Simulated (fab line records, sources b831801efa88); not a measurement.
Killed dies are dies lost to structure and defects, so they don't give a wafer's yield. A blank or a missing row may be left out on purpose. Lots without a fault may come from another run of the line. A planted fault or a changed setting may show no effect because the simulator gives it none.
Chamber matching | flow gf180mcu | GF_CONTACT_CMP_04 on cmp-01: 4 sister chambers
The step polishes SiO2. 8 wafers are shown with their chamber, then 7 later ones without.

WAFERS WITH THEIR CHAMBER
wafer  | chamber | motor_current_A (A) | time_to_endpoint_s (s)
L275.5 | 1       | 11.5                | 126
L276.2 | 2       | 10.5                | 103
L277.1 | 3       | 10.8                | 104
L278.4 | 0       | 9.4                 | 109
L278.5 | 1       | 12.5                | 121
L278.6 | 2       | 10.8                | 114
L281.3 | 3       | 10.5                | 111
L281.4 | 0       | 9.5                 | 110

WAFERS WITHOUT THEIR CHAMBER
wafer  | motor_current_A (A) | time_to_endpoint_s (s)
L281.6 | 9.9                 | 113
L283.3 | 11.8                | 114
L283.5 | 10.9                | 120
L283.6 | 12.0                | 116
L285.3 | 10.5                | 113
L285.4 | 10.3                | 118
L285.6 | 11.1                | 118

WHICH CHAMBER EACH WENT THROUGH
wafer  | from the rows above               | in truth
L281.6 | can't be placed: 0 or 2 or 3      | 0
L283.3 | can't be placed: 1 or 2 or 3      | 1
L283.5 | can't be placed: 2 or 3 or 1 or 0 | 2
L283.6 | 1                                 | 1
L285.3 | can't be placed: 2 or 3 or 0      | 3
L285.4 | can't be placed: 2 or 3 or 0      | 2
L285.6 | can't be placed: 2 or 3 or 1      | 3
Placed correctly: 1 of 7. Can't be placed from these rows: 6 (the true chamber is among the candidates in 6). Placed wrongly: 0.
How it was worked out, from the rows above alone: a wafer's distance from a chamber is the root of the sum, over the readings, of the square of ((its reading less the chamber's mean) divided by the reading's scatter). The wafer belongs to the nearest chamber; if the next one is less than 2 further off, it can't be placed. A chamber's mean is the mean of its shown wafers. The scatter: the root of (the sum of the squares of (reading less its chamber's mean) over the shown wafers, divided by (wafers less chambers)).
